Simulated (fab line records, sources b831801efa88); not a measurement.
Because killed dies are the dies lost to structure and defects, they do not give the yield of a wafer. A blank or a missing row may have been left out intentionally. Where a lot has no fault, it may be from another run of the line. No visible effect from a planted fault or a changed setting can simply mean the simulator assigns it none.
Matching of chambers / flow gf180mcu / GF_V4_CVD_00 on hdpcvd-01 has 3 sister chambers
The step deposits SiO2, target thk 600 nm, time 100 s. 6 wafers are shown with their chamber, then 9 later ones without.

## WAFERS WITH THEIR CHAMBER
wafer=L748.5; chamber=0; sih4FlowSccm (sccm)=59.87
wafer=L749.5; chamber=1; sih4FlowSccm (sccm)=60.14
wafer=L749.6; chamber=2; sih4FlowSccm (sccm)=59.68
wafer=L750.1; chamber=2; sih4FlowSccm (sccm)=59.93
wafer=L750.3; chamber=1; sih4FlowSccm (sccm)=60.00
wafer=L750.5; chamber=0; sih4FlowSccm (sccm)=60.05

## WAFERS WITHOUT THEIR CHAMBER
wafer=L755.2; sih4FlowSccm (sccm)=60.07
wafer=L755.3; sih4FlowSccm (sccm)=59.90
wafer=L755.6; sih4FlowSccm (sccm)=59.90
wafer=L756.2; sih4FlowSccm (sccm)=60.05
wafer=L756.4; sih4FlowSccm (sccm)=60.12
wafer=L756.5; sih4FlowSccm (sccm)=59.97
wafer=L757.1; sih4FlowSccm (sccm)=59.88
wafer=L757.3; sih4FlowSccm (sccm)=60.06
wafer=L757.6; sih4FlowSccm (sccm)=60.01

## WHICH CHAMBER EACH WENT THROUGH
wafer=L755.2; from the rows above=can't be placed: 1 or 0 or 2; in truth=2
wafer=L755.3; from the rows above=can't be placed: 0 or 2 or 1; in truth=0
wafer=L755.6; from the rows above=can't be placed: 0 or 2 or 1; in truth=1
wafer=L756.2; from the rows above=can't be placed: 1 or 0 or 2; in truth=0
wafer=L756.4; from the rows above=can't be placed: 1 or 0 or 2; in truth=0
wafer=L756.5; from the rows above=can't be placed: 0 or 1 or 2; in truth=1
wafer=L757.1; from the rows above=can't be placed: 2 or 0 or 1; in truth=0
wafer=L757.3; from the rows above=can't be placed: 1 or 0 or 2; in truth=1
wafer=L757.6; from the rows above=can't be placed: 0 or 1 or 2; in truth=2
Correctly placed: 0 of 9. Cannot be placed on the basis of these rows: 9; the candidates contain the true chamber in 9. Placed wrongly: 0.
How it was worked out, from the rows above alone: a wafer's distance from a chamber is the root of the sum, over the readings, of the square of ((its reading less the chamber's mean) divided by the reading's scatter). The wafer belongs to the nearest chamber; if the next one is less than 2 further off, it can't be placed. A chamber's mean is the mean of its shown wafers. The scatter: take each reading less its chamber's mean, square it, sum over the shown wafers, divide by the number of wafers less the number of chambers, and take the root.
